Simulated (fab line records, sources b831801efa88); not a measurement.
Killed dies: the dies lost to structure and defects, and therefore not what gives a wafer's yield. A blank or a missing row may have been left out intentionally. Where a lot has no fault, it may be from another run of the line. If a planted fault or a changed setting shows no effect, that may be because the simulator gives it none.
Matching of chambers | flow gf180mcu | GF_CONTACT_CMP_04 on cmp-02 has 4 sister chambers
The step polishes SiO2. 8 wafers are shown with their chamber, then 9 later ones without.

## WAFERS PAIRED WITH THEIR CHAMBERS
wafer  | chamber | motor-current-A (A) | time-to-endpoint-s (s)
L235.5 | 1       | 11.5                | 128
L238.1 | 0       | 10.8                | 113
L238.3 | 1       | 11.6                | 114
L240.3 | 3       | 10.7                | 107
L240.4 | 2       | 12.6                | 118
L240.6 | 2       | 12.9                | 119
L243.1 | 0       | 10.5                | 111
L243.3 | 3       | 10.9                | 106

## WAFERS WITHOUT THEIR CHAMBER
wafer  | motor-current-A (A) | time-to-endpoint-s (s)
L243.6 | 12.0                | 111
L245.1 | 11.8                | 99
L245.4 | 10.3                | 109
L251.3 | 12.5                | 102
L251.5 | 12.5                | 113
L251.6 | 12.6                | 116
L252.1 | 10.1                | 109
L252.3 | 12.2                | 110
L252.5 | 11.0                | 116

## EACH ONE'S CHAMBER
wafer  | from the rows above          | in truth
L243.6 | can't be placed: 1 or 2      | 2
L245.1 | can't be placed: 1 or 3      | 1
L245.4 | can't be placed: 0 or 3      | 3
L251.3 | 2                            | 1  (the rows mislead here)
L251.5 | 2                            | 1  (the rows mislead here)
L251.6 | 2                            | 2
L252.1 | can't be placed: 0 or 3      | 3
L252.3 | can't be placed: 2 or 1      | 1
L252.5 | can't be placed: 0 or 3 or 1 | 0
Correct placement for 1 of the 9. From these rows, 6 cannot be placed; in 6 the true chamber is one of the candidates. 2 placed wrongly.
How it was worked out, from the rows above alone: a wafer's distance from a chamber is the root of the sum, over the readings, of the square of ((its reading less the chamber's mean) divided by the reading's scatter). If the next closest chamber is less than 2 further off than the closest, the wafer can't be placed; otherwise it belongs to the closest. A chamber's mean is the mean of its shown wafers. The scatter: the root of (the sum of the squares of (reading less its chamber's mean) over the shown wafers, divided by (wafers less chambers)).
